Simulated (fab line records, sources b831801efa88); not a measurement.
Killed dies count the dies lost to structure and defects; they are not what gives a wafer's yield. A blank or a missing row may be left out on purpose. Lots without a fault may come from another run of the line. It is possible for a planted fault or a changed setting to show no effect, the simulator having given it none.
The tool behind it: which one? | flow gf180mcu | 12 lots, 36 wafers sampled, at 2 steps of a route of 602

## WHAT EACH GAUGE READ, for each wafer
GF_DUAL_GATE_THK_MEAS_03. Usual: DUAL_GATE_OXIDATION_00_THK 10.91 nm, standard deviation 0.19.
lot  | measured     | on            | DUAL_GATE_OXIDATION_00_THK (nm) | flag
L772 | day 8 00:44  | film_metro-03 | 11.00 11.06 11.18               |
L773 | day 8 05:07  | film_metro-01 | 11.09 11.32 11.05               |
L775 | day 8 20:06  | film_metro-01 | 10.96 10.70 10.98               |
L777 | day 9 06:10  | film_metro-03 | 11.17 11.27 10.84               |
L778 | day 9 17:47  | film_metro-03 | 11.31 11.12 11.29               |
L779 | day 10 00:33 | film_metro-01 | 10.83 11.09 10.78               |
L780 | day 10 07:03 | film_metro-03 | 12.39 12.38 12.25               | OFF
L781 | day 10 12:05 | film_metro-01 | 12.60 12.76 12.59               | OFF
L782 | day 10 17:42 | film_metro-03 | 10.80 10.61 10.72               |
L791 | day 13 03:10 | film_metro-01 | 10.84 10.86 10.72               |
L792 | day 14 03:32 | film_metro-01 | 10.84 10.93 10.76               |
L794 | day 14 07:52 | film_metro-02 | 10.55 10.85 10.62               |

## EACH LOT AND THE TOOL THAT RAN IT (in order: tool; ch and the chambers of the sampled wafers; start)
lot  | GF_DUAL_GATE_OXIDATION_02
L772 | furnace-01 ch 0, day 7 23:16
L773 | furnace-01 ch 0, day 8 03:40
L775 | furnace-02 ch 0, day 8 18:39
L777 | furnace-01 ch 0, day 9 04:42
L778 | furnace-02 ch 0, day 9 16:19
L779 | furnace-01 ch 0, day 9 23:05
L780 | furnace-02 ch 0, day 10 05:35
L781 | furnace-02 ch 0, day 10 10:38
L782 | furnace-01 ch 0, day 10 16:14
L791 | furnace-01 ch 0, day 13 01:43
L792 | furnace-02 ch 0, day 14 02:05
L794 | furnace-02 ch 0, day 14 06:25
- GF_DUAL_GATE_OXIDATION_02: stabilise 600 s, purge 300 s, target thk 10.887 nm.

## AS READ BY THE TOOLS THEMSELVES (means over the sampled wafers that have a number; for cases with no such wafer, the mark the record gives instead)
GF_DUAL_GATE_OXIDATION_02. Usual: zone_power_lower_pct reads 15.8 % (standard deviation 0.62).
lot  | tool       | zone_power_lower_pct (%) | flag
L772 | furnace-01 | 15.1                     |
L773 | furnace-01 | 15.1                     |
L775 | furnace-02 | 16.6                     |
L777 | furnace-01 | 15.3                     |
L778 | furnace-02 | 16.4                     |
L779 | furnace-01 | 15.2                     |
L780 | furnace-02 | 16.4                     |
L781 | furnace-02 | 16.3                     |
L782 | furnace-01 | 15.1                     |
L791 | furnace-01 | 15.3                     |
L792 | furnace-02 | 16.4                     |
L794 | furnace-02 | 16.6                     |

## THE ANSWER, worked out from the rows above alone
Rule: take the mean of a lot's wafers that have a number; if it is more than 3 standard deviations from the usual mean, the lot is off. Also off: a lot with no number at a reading for which 4 or more lots have one. All remaining lots with rows at the step are treated as sound. The gauges are gone through in route order, then the tools' own readings, and for those a lot's mean is taken as printed above. At the first step where some lot is off, the reading lying furthest off is the one used; lots without a number count as furthest.
Off: at GF_DUAL_GATE_THK_MEAS_03 (DUAL_GATE_OXIDATION_00_THK), L780, L781.
A tool fits if, at a process step before that reading, it ran every lot that is off, and no sound lot after the first of them. The gauges at GF_DUAL_GATE_THK_MEAS_03 are tried like those tools. None of those tried fits.

## WHAT THE SIMULATOR PUT IN
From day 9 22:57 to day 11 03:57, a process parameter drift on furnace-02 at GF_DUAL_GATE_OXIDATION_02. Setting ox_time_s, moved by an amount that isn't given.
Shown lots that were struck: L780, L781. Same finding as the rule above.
